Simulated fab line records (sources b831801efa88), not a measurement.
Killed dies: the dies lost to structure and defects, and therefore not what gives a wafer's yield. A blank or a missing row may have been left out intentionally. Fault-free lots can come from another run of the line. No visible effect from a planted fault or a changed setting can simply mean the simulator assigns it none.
Which tool is to blame? :: flow sky130 :: 72 wafers from 24 lots sampled at 6 of the route's 708 steps

WHAT THE GAUGES SHOWED, per wafer
SKY_FIELD_ISO_THK_MEAS_23.
lot: L074
measured: day 2 07:59
on: film metro-01
FIELD_ISO_OXIDATION_01_THK (nm): 9.81 9.96 9.85

lot: L075
measured: day 2 16:20
on: film metro-03
FIELD_ISO_OXIDATION_01_THK (nm): 9.94 9.88 9.85

lot: L076
measured: day 2 16:53
on: film metro-01
FIELD_ISO_OXIDATION_01_THK (nm): 9.89 10.04 9.98

lot: L077
measured: day 2 23:20
on: film metro-01
FIELD_ISO_OXIDATION_01_THK (nm): 9.83 10.00 9.94

lot: L078
measured: day 3 04:50
on: film metro-04
FIELD_ISO_OXIDATION_01_THK (nm): 9.82 9.74 9.56

lot: L079
measured: day 3 09:49
on: film metro-03
FIELD_ISO_OXIDATION_01_THK (nm): 10.15 10.07 10.02

lot: L080
measured: day 3 14:44
on: film metro-04
FIELD_ISO_OXIDATION_01_THK (nm): 10.22 10.09 10.13

lot: L081
measured: day 3 21:18
on: film metro-01
FIELD_ISO_OXIDATION_01_THK (nm): 9.97 9.99 10.08

lot: L082
measured: day 4 01:22
on: film metro-03
FIELD_ISO_OXIDATION_01_THK (nm): 9.74 9.68 9.72

lot: L083
measured: day 4 06:48
on: film metro-01
FIELD_ISO_OXIDATION_01_THK (nm): 9.82 9.98 9.85

lot: L084
measured: day 4 13:29
on: film metro-01
FIELD_ISO_OXIDATION_01_THK (nm): 9.94 9.81 9.86

lot: L085
measured: day 4 17:53
on: film metro-04
FIELD_ISO_OXIDATION_01_THK (nm): 9.98 9.92 10.00

lot: L086
measured: day 4 21:19
on: film metro-03
FIELD_ISO_OXIDATION_01_THK (nm): 10.37 10.10 10.22

lot: L087
measured: day 5 02:17
on: film metro-03
FIELD_ISO_OXIDATION_01_THK (nm): 9.93 9.95 10.03

lot: L088
measured: day 5 11:17
on: film metro-01
FIELD_ISO_OXIDATION_01_THK (nm): 10.11 10.07 10.26

lot: L089
measured: day 5 12:01
on: film metro-03
FIELD_ISO_OXIDATION_01_THK (nm): 9.75 9.69 9.70

lot: L090
measured: day 5 18:13
on: film metro-04
FIELD_ISO_OXIDATION_01_THK (nm): 9.94 9.87 10.11

lot: L091
measured: day 5 23:28
on: film metro-01
FIELD_ISO_OXIDATION_01_THK (nm): 9.92 9.91 9.96

lot: L092
measured: day 6 04:13
on: film metro-03
FIELD_ISO_OXIDATION_01_THK (nm): 10.26 10.37 10.18

lot: L093
measured: day 6 09:50
on: film metro-01
FIELD_ISO_OXIDATION_01_THK (nm): 9.89 9.89 9.79

lot: L094
measured: day 6 16:17
on: film metro-01
FIELD_ISO_OXIDATION_01_THK (nm): 9.89 9.82 9.95

lot: L095
measured: day 6 22:49
on: film metro-04
FIELD_ISO_OXIDATION_01_THK (nm): 9.90 9.80 9.99

lot: L096
measured: day 7 01:31
on: film metro-04
FIELD_ISO_OXIDATION_01_THK (nm): 10.06 10.03 10.16

lot: L097
measured: day 7 05:53
on: film metro-04
FIELD_ISO_OXIDATION_01_THK (nm): 9.96 9.83 9.93

SKY_PASSIVATION_THK_MEAS_01.
lot: L074
measured: day 44 02:04
on: film metro-02
PASSIVATION_CVD_00_THK (nm): 89.0 88.5 90.1

lot: L075
measured: day 44 12:05
on: film metro-02
PASSIVATION_CVD_00_THK (nm): 87.8 90.1 88.7

lot: L076
measured: day 44 16:10
on: film metro-03
PASSIVATION_CVD_00_THK (nm): 90.6 90.7 91.2

lot: L077
measured: day 44 18:03
on: film metro-02
PASSIVATION_CVD_00_THK (nm): 89.9 89.6 91.6

lot: L078
measured: day 45 00:49
on: film metro-04
PASSIVATION_CVD_00_THK (nm): 90.8 91.6 91.5

lot: L079
measured: day 45 13:34
on: film metro-02
PASSIVATION_CVD_00_THK (nm): 88.2 90.3 92.1

lot: L080
measured: day 45 21:08
on: film metro-04
PASSIVATION_CVD_00_THK (nm): 87.8 88.9 91.8

lot: L081
measured: day 46 05:36
on: film metro-03
PASSIVATION_CVD_00_THK (nm): 88.3 91.4 90.4

lot: L082
measured: day 46 11:48
on: film metro-02
PASSIVATION_CVD_00_THK (nm): 88.1 89.9 90.2

lot: L083
measured: day 46 12:53
on: film metro-03
PASSIVATION_CVD_00_THK (nm): 89.0 90.6 91.5

lot: L084
measured: day 46 19:15
on: film metro-02
PASSIVATION_CVD_00_THK (nm): 88.7 90.8 90.6

lot: L085
measured: day 46 19:33
on: film metro-04
PASSIVATION_CVD_00_THK (nm): 89.5 90.7 89.9

lot: L086
measured: day 47 01:13
on: film metro-03
PASSIVATION_CVD_00_THK (nm): 91.2 90.3 91.5

lot: L087
measured: day 47 08:38
on: film metro-02
PASSIVATION_CVD_00_THK (nm): 86.7 88.3 89.7

lot: L088
measured: day 47 19:35
on: film metro-04
PASSIVATION_CVD_00_THK (nm): 90.3 92.0 93.6

lot: L089
measured: day 48 02:40
on: film metro-04
PASSIVATION_CVD_00_THK (nm): 92.0 92.1 93.4

lot: L090
measured: day 48 03:19
on: film metro-02
PASSIVATION_CVD_00_THK (nm): 88.3 91.2 89.6

lot: L091
measured: day 48 09:56
on: film metro-03
PASSIVATION_CVD_00_THK (nm): 89.1 90.4 89.9

lot: L092
measured: day 48 10:10
on: film metro-02
PASSIVATION_CVD_00_THK (nm): 87.7 91.2 89.3

lot: L093
measured: day 48 15:17
on: film metro-02
PASSIVATION_CVD_00_THK (nm): 90.0 90.6 89.0

lot: L094
measured: day 48 23:39
on: film metro-04
PASSIVATION_CVD_00_THK (nm): 90.7 89.1 91.9

lot: L095
measured: day 49 11:55
on: film metro-03
PASSIVATION_CVD_00_THK (nm): 90.6 90.6 91.4

lot: L096
measured: day 49 13:20
on: film metro-02
PASSIVATION_CVD_00_THK (nm): 90.1 91.8 92.2

lot: L097
measured: day 49 13:29
on: film metro-03
PASSIVATION_CVD_00_THK (nm): 87.9 88.1 90.1

WHAT TOOL EACH LOT RAN ON (gives the tool, then ch and the chambers of the sampled wafers, and finally the start)
lot: L074
SKY_METAL1_SPUTTER_01: pvd sputter-04, day 31 22:53
SKY_METAL2_SPUTTER_00: pvd sputter-01, day 34 07:47
SKY_VIA3_CVD_21: cvd w-02 ch 0,1, day 39 22:46
SKY_METAL4_DESCUM_15: rie metal-02 ch 0,1, day 41 23:55

lot: L075
SKY_METAL1_SPUTTER_01: pvd sputter-02, day 32 12:53
SKY_METAL2_SPUTTER_00: pvd sputter-01, day 34 21:31
SKY_VIA3_CVD_21: cvd w-01 ch 0,1, day 40 10:58
SKY_METAL4_DESCUM_15: rie metal-02 ch 0,1, day 42 11:21

lot: L076
SKY_METAL1_SPUTTER_01: pvd sputter-02, day 32 15:17
SKY_METAL2_SPUTTER_00: pvd sputter-03, day 34 23:38
SKY_VIA3_CVD_21: cvd w-02 ch 0,1, day 40 15:27
SKY_METAL4_DESCUM_15: rie metal-04 ch 0,1, day 42 16:06

lot: L077
SKY_METAL1_SPUTTER_01: pvd sputter-04, day 32 16:23
SKY_METAL2_SPUTTER_00: pvd sputter-01, day 35 01:16
SKY_VIA3_CVD_21: cvd w-01 ch 0,1, day 40 15:46
SKY_METAL4_DESCUM_15: rie metal-01 ch 0,1, day 42 16:55

lot: L078
SKY_METAL1_SPUTTER_01: pvd sputter-03, day 33 00:40
SKY_METAL2_SPUTTER_00: pvd sputter-01, day 35 09:13
SKY_VIA3_CVD_21: cvd w-01 ch 0,1, day 40 22:38
SKY_METAL4_DESCUM_15: rie metal-01 ch 0,1, day 42 23:16

lot: L079
SKY_METAL1_SPUTTER_01: pvd sputter-03, day 33 15:20
SKY_METAL2_SPUTTER_00: pvd sputter-03, day 35 23:22
SKY_VIA3_CVD_21: cvd w-02 ch 0,1, day 41 11:42
SKY_METAL4_DESCUM_15: rie metal-02 ch 0,1, day 43 11:50

lot: L080
SKY_METAL1_SPUTTER_01: pvd sputter-04, day 34 00:56
SKY_METAL2_SPUTTER_00: pvd sputter-02, day 36 09:31
SKY_VIA3_CVD_21: cvd w-01 ch 0,1, day 41 20:42
SKY_METAL4_DESCUM_15: rie metal-04 ch 0,1, day 43 21:12

lot: L081
SKY_METAL1_SPUTTER_01: pvd sputter-02, day 34 12:48
SKY_METAL2_SPUTTER_00: pvd sputter-03, day 36 21:28
SKY_VIA3_CVD_21: cvd w-02 ch 0, day 42 07:28
SKY_METAL4_DESCUM_15: rie metal-02 ch 0,1, day 44 06:31

lot: L082
SKY_METAL1_SPUTTER_01: pvd sputter-02, day 34 17:50
SKY_METAL2_SPUTTER_00: pvd sputter-01, day 37 01:15
SKY_VIA3_CVD_21: cvd w-02 ch 0,1, day 42 11:12
SKY_METAL4_DESCUM_15: rie metal-02 ch 0,1, day 44 10:58

lot: L083
SKY_METAL1_SPUTTER_01: pvd sputter-03, day 34 20:57
SKY_METAL2_SPUTTER_00: pvd sputter-01, day 37 03:40
SKY_VIA3_CVD_21: cvd w-02 ch 0,1, day 42 12:52
SKY_METAL4_DESCUM_15: rie metal-02 ch 0,1, day 44 12:11

lot: L084
SKY_METAL1_SPUTTER_01: pvd sputter-04, day 35 05:56
SKY_METAL2_SPUTTER_00: pvd sputter-03, day 37 13:04
SKY_VIA3_CVD_21: cvd w-01 ch 0,1, day 42 22:59
SKY_METAL4_DESCUM_15: rie metal-01 ch 0,1, day 44 22:00

lot: L085
SKY_METAL1_SPUTTER_01: pvd sputter-04, day 35 09:25
SKY_METAL2_SPUTTER_00: pvd sputter-02, day 37 16:22
SKY_VIA3_CVD_21: cvd w-01 ch 0,1, day 43 01:31
SKY_METAL4_DESCUM_15: rie metal-04 ch 0,1, day 44 22:39

lot: L086
SKY_METAL1_SPUTTER_01: pvd sputter-02, day 35 15:34
SKY_METAL2_SPUTTER_00: pvd sputter-01, day 37 22:58
SKY_VIA3_CVD_21: cvd w-01 ch 0,1, day 43 05:59
SKY_METAL4_DESCUM_15: rie metal-02 ch 0,1, day 45 03:18

lot: L087
SKY_METAL1_SPUTTER_01: pvd sputter-03, day 36 01:38
SKY_METAL2_SPUTTER_00: pvd sputter-03, day 38 08:26
SKY_VIA3_CVD_21: cvd w-01 ch 0,1, day 43 13:35
SKY_METAL4_DESCUM_15: rie metal-02 ch 0,1, day 45 11:14

lot: L088
SKY_METAL1_SPUTTER_01: pvd sputter-04, day 36 12:35
SKY_METAL2_SPUTTER_00: pvd sputter-01, day 38 18:40
SKY_VIA3_CVD_21: cvd w-02 ch 0,1, day 44 00:51
SKY_METAL4_DESCUM_15: rie metal-04 ch 0,1, day 45 22:01

lot: L089
SKY_METAL1_SPUTTER_01: pvd sputter-02, day 36 18:48
SKY_METAL2_SPUTTER_00: pvd sputter-03, day 39 01:29
SKY_VIA3_CVD_21: cvd w-02 ch 0,1, day 44 07:55
SKY_METAL4_DESCUM_15: rie metal-02 ch 0,1, day 46 06:11

lot: L090
SKY_METAL1_SPUTTER_01: pvd sputter-03, day 36 22:17
SKY_METAL2_SPUTTER_00: pvd sputter-02, day 39 04:29
SKY_VIA3_CVD_21: cvd w-01 ch 0,1, day 44 08:41
SKY_METAL4_DESCUM_15: rie metal-04 ch 0,1, day 46 06:51

lot: L091
SKY_METAL1_SPUTTER_01: pvd sputter-04, day 37 06:02
SKY_METAL2_SPUTTER_00: pvd sputter-02, day 39 13:21
SKY_VIA3_CVD_21: cvd w-01 ch 0,1, day 44 18:00
SKY_METAL4_DESCUM_15: rie metal-02 ch 0,1, day 46 14:25

lot: L092
SKY_METAL1_SPUTTER_01: pvd sputter-02, day 37 08:46
SKY_METAL2_SPUTTER_00: pvd sputter-03, day 39 14:26
SKY_VIA3_CVD_21: cvd w-02 ch 0,1, day 44 18:46
SKY_METAL4_DESCUM_15: rie metal-04 ch 0, day 46 14:49

lot: L093
SKY_METAL1_SPUTTER_01: pvd sputter-04, day 37 17:47
SKY_METAL2_SPUTTER_00: pvd sputter-01, day 39 22:56
SKY_VIA3_CVD_21: cvd w-02 ch 0, day 45 00:25
SKY_METAL4_DESCUM_15: rie metal-01 ch 1, day 46 20:01

lot: L094
SKY_METAL1_SPUTTER_01: pvd sputter-03, day 38 02:42
SKY_METAL2_SPUTTER_00: pvd sputter-02, day 40 07:36
SKY_VIA3_CVD_21: cvd w-02 ch 1, day 45 09:51
SKY_METAL4_DESCUM_15: rie metal-01 ch 1, day 47 04:59

lot: L095
SKY_METAL1_SPUTTER_01: pvd sputter-02, day 38 22:23
SKY_METAL2_SPUTTER_00: pvd sputter-03, day 41 02:25
SKY_VIA3_CVD_21: cvd w-02 ch 0,1, day 46 01:17
SKY_METAL4_DESCUM_15: rie metal-04 ch 0, day 47 19:38

lot: L096
SKY_METAL1_SPUTTER_01: pvd sputter-03, day 38 23:21
SKY_METAL2_SPUTTER_00: pvd sputter-02, day 41 04:00
SKY_VIA3_CVD_21: cvd w-02 ch 0,1, day 46 03:06
SKY_METAL4_DESCUM_15: rie metal-02 ch 0,1, day 47 20:49

lot: L097
SKY_METAL1_SPUTTER_01: pvd sputter-03, day 39 00:36
SKY_METAL2_SPUTTER_00: pvd sputter-01, day 41 04:18
SKY_VIA3_CVD_21: cvd w-02 ch 0,1, day 46 03:29
SKY_METAL4_DESCUM_15: rie metal-04 ch 0, day 47 22:00
- SKY_METAL1_SPUTTER_01: material TiN, target thk 20 nm, time 16.7 s.
- SKY_METAL2_SPUTTER_00: material Ti, target thk 15 nm, time 10 s.
- SKY_VIA3_CVD_21: deposits W, target thk 390 nm, time 117.31 s.
- SKY_METAL4_DESCUM_15: chemistry O2, time 8 s.

WHAT THE TOOLS THEMSELVES READ (means of the sampled wafers that have a number; where no wafer has one, the mark that the record gives instead)
SKY_METAL1_SPUTTER_01.
lot: L074
tool: pvd sputter-04
throttle valve pct (%): 29.1

lot: L075
tool: pvd sputter-02
throttle valve pct (%): 29.7

lot: L076
tool: pvd sputter-02
throttle valve pct (%): 30.2

lot: L077
tool: pvd sputter-04
throttle valve pct (%): 28.9

lot: L078
tool: pvd sputter-03
throttle valve pct (%): 30.8

lot: L079
tool: pvd sputter-03
throttle valve pct (%): 30.7

lot: L080
tool: pvd sputter-04
throttle valve pct (%): 29.9

lot: L081
tool: pvd sputter-02
throttle valve pct (%): 29.8

lot: L082
tool: pvd sputter-02
throttle valve pct (%): 30.8

lot: L083
tool: pvd sputter-03
throttle valve pct (%): 30.7

lot: L084
tool: pvd sputter-04
throttle valve pct (%): 29.5

lot: L085
tool: pvd sputter-04
throttle valve pct (%): 29.1

lot: L086
tool: pvd sputter-02
throttle valve pct (%): 30.8

lot: L087
tool: pvd sputter-03
throttle valve pct (%): 31.3

lot: L088
tool: pvd sputter-04
throttle valve pct (%): 29.8

lot: L089
tool: pvd sputter-02
throttle valve pct (%): 30.8

lot: L090
tool: pvd sputter-03
throttle valve pct (%): 30.2

lot: L091
tool: pvd sputter-04
throttle valve pct (%): 28.9

lot: L092
tool: pvd sputter-02
throttle valve pct (%): 29.9

lot: L093
tool: pvd sputter-04
throttle valve pct (%): 29.0

lot: L094
tool: pvd sputter-03
throttle valve pct (%): 31.1

lot: L095
tool: pvd sputter-02
throttle valve pct (%): 28.8

lot: L096
tool: pvd sputter-03
throttle valve pct (%): 30.3

lot: L097
tool: pvd sputter-03
throttle valve pct (%): 30.7

SKY_METAL2_SPUTTER_00.
lot: L074
tool: pvd sputter-01
throttle valve pct (%): 30.8

lot: L075
tool: pvd sputter-01
throttle valve pct (%): 29.6

lot: L076
tool: pvd sputter-03
throttle valve pct (%): 30.2

lot: L077
tool: pvd sputter-01
throttle valve pct (%): 31.3

lot: L078
tool: pvd sputter-01
throttle valve pct (%): 31.4

lot: L079
tool: pvd sputter-03
throttle valve pct (%): 31.1

lot: L080
tool: pvd sputter-02
throttle valve pct (%): 29.6

lot: L081
tool: pvd sputter-03
throttle valve pct (%): 29.9

lot: L082
tool: pvd sputter-01
throttle valve pct (%): 29.8

lot: L083
tool: pvd sputter-01
throttle valve pct (%): 29.5

lot: L084
tool: pvd sputter-03
throttle valve pct (%): 30.3

lot: L085
tool: pvd sputter-02
throttle valve pct (%): 30.3

lot: L086
tool: pvd sputter-01
throttle valve pct (%): 29.3

lot: L087
tool: pvd sputter-03
throttle valve pct (%): 30.7

lot: L088
tool: pvd sputter-01
throttle valve pct (%): 30.5

lot: L089
tool: pvd sputter-03
throttle valve pct (%): 29.0

lot: L090
tool: pvd sputter-02
throttle valve pct (%): 30.7

lot: L091
tool: pvd sputter-02
throttle valve pct (%): 30.9

lot: L092
tool: pvd sputter-03
throttle valve pct (%): 29.4

lot: L093
tool: pvd sputter-01
throttle valve pct (%): 31.0

lot: L094
tool: pvd sputter-02
throttle valve pct (%): 29.7

lot: L095
tool: pvd sputter-03
throttle valve pct (%): 29.8

lot: L096
tool: pvd sputter-02
throttle valve pct (%): 29.0

lot: L097
tool: pvd sputter-01
throttle valve pct (%): 28.9

SKY_VIA3_CVD_21.
lot: L074
tool: cvd w-02
heater power outer w (W): 603
heater power w (W): 931

lot: L075
tool: cvd w-01
heater power outer w (W): 517
heater power w (W): 833

lot: L076
tool: cvd w-02
heater power outer w (W): 604
heater power w (W): 945

lot: L077
tool: cvd w-01
heater power outer w (W): 481
heater power w (W): 786

lot: L078
tool: cvd w-01
heater power outer w (W): 506
heater power w (W): 848

lot: L079
tool: cvd w-02
heater power outer w (W): 614
heater power w (W): 960

lot: L080
tool: cvd w-01
heater power outer w (W): 476
heater power w (W): 790

lot: L081
tool: cvd w-02
heater power outer w (W): 641
heater power w (W): 1020

lot: L082
tool: cvd w-02
heater power outer w (W): 610
heater power w (W): 979

lot: L083
tool: cvd w-02
heater power outer w (W): 612
heater power w (W): 937

lot: L084
tool: cvd w-01
heater power outer w (W): 509
heater power w (W): 839

lot: L085
tool: cvd w-01
heater power outer w (W): 482
heater power w (W): 804

lot: L086
tool: cvd w-01
heater power outer w (W): 508
heater power w (W): 840

lot: L087
tool: cvd w-01
heater power outer w (W): 469
heater power w (W): 790

lot: L088
tool: cvd w-02
heater power outer w (W): 619
heater power w (W): 983

lot: L089
tool: cvd w-02
heater power outer w (W): 625
heater power w (W): 973

lot: L090
tool: cvd w-01
heater power outer w (W): 509
heater power w (W): 844

lot: L091
tool: cvd w-01
heater power outer w (W): 509
heater power w (W): 853

lot: L092
tool: cvd w-02
heater power outer w (W): 606
heater power w (W): 937

lot: L093
tool: cvd w-02
heater power outer w (W): 628
heater power w (W): 1037

lot: L094
tool: cvd w-02
heater power outer w (W): 598
heater power w (W): 901

lot: L095
tool: cvd w-02
heater power outer w (W): 629
heater power w (W): 948

lot: L096
tool: cvd w-02
heater power outer w (W): 616
heater power w (W): 996

lot: L097
tool: cvd w-02
heater power outer w (W): 628
heater power w (W): 986

SKY_METAL4_DESCUM_15.
lot: L074
tool: rie metal-02
drypump motor current A (A): 5.74
oes product au (a.u.): 1.000

lot: L075
tool: rie metal-02
drypump motor current A (A): 5.68
oes product au (a.u.): 0.993

lot: L076
tool: rie metal-04
drypump motor current A (A): 5.57
oes product au (a.u.): 0.988

lot: L077
tool: rie metal-01
drypump motor current A (A): 5.63
oes product au (a.u.): 1.013

lot: L078
tool: rie metal-01
drypump motor current A (A): 5.61
oes product au (a.u.): 1.008

lot: L079
tool: rie metal-02
drypump motor current A (A): 5.69
oes product au (a.u.): 0.994

lot: L080
tool: rie metal-04
drypump motor current A (A): 5.55
oes product au (a.u.): 0.990

lot: L081
tool: rie metal-02
drypump motor current A (A): 5.75
oes product au (a.u.): 0.993

lot: L082
tool: rie metal-02
drypump motor current A (A): 5.69
oes product au (a.u.): 0.993

lot: L083
tool: rie metal-02
drypump motor current A (A): 5.76
oes product au (a.u.): 0.993

lot: L084
tool: rie metal-01
drypump motor current A (A): 5.25
oes product au (a.u.): 1.008

lot: L085
tool: rie metal-04
drypump motor current A (A): 5.49
oes product au (a.u.): 0.993

lot: L086
tool: rie metal-02
drypump motor current A (A): 5.74
oes product au (a.u.): 0.997

lot: L087
tool: rie metal-02
drypump motor current A (A): 5.76
oes product au (a.u.): 0.992

lot: L088
tool: rie metal-04
drypump motor current A (A): 5.47
oes product au (a.u.): 0.993

lot: L089
tool: rie metal-02
drypump motor current A (A): 5.75
oes product au (a.u.): 1.002

lot: L090
tool: rie metal-04
drypump motor current A (A): 5.56
oes product au (a.u.): 0.993

lot: L091
tool: rie metal-02
drypump motor current A (A): 5.69
oes product au (a.u.): 1.003

lot: L092
tool: rie metal-04
drypump motor current A (A): 5.38
oes product au (a.u.): 0.989

lot: L093
tool: rie metal-01
drypump motor current A (A): 5.98
oes product au (a.u.): 1.014

lot: L094
tool: rie metal-01
drypump motor current A (A): 5.97
oes product au (a.u.): 1.014

lot: L095
tool: rie metal-04
drypump motor current A (A): 5.37
oes product au (a.u.): 0.985

lot: L096
tool: rie metal-02
drypump motor current A (A): 5.74
oes product au (a.u.): 0.988

lot: L097
tool: rie metal-04
drypump motor current A (A): 5.37
oes product au (a.u.): 0.991

THE ANSWER, worked out from the rows above alone
Rule: usual is defined by the lots themselves. Put in order of their means at a reading, lots are off if they are a third of the lots or fewer, leave a main group of 4 or more, and stand apart from it by a gap of 3 or more times the standard deviation of the main group's means; of several such gaps the widest counts. Not used: any main group whose means are identical at the precision the tables above print for the reading. A lot without any number at a reading at which 4 lots or more have one is off too. The other lots that the step has rows for count as sound. First the gauges in route order, then the tools' own readings, where a lot's mean is used as printed above. The first step at which some lot is off is used, and at that step the reading that is off furthest; a lot without a number counts as furthest.
Nothing can be told from this: no lot is off at any reading shown.

WHAT THE SIMULATOR HAD INSERTED
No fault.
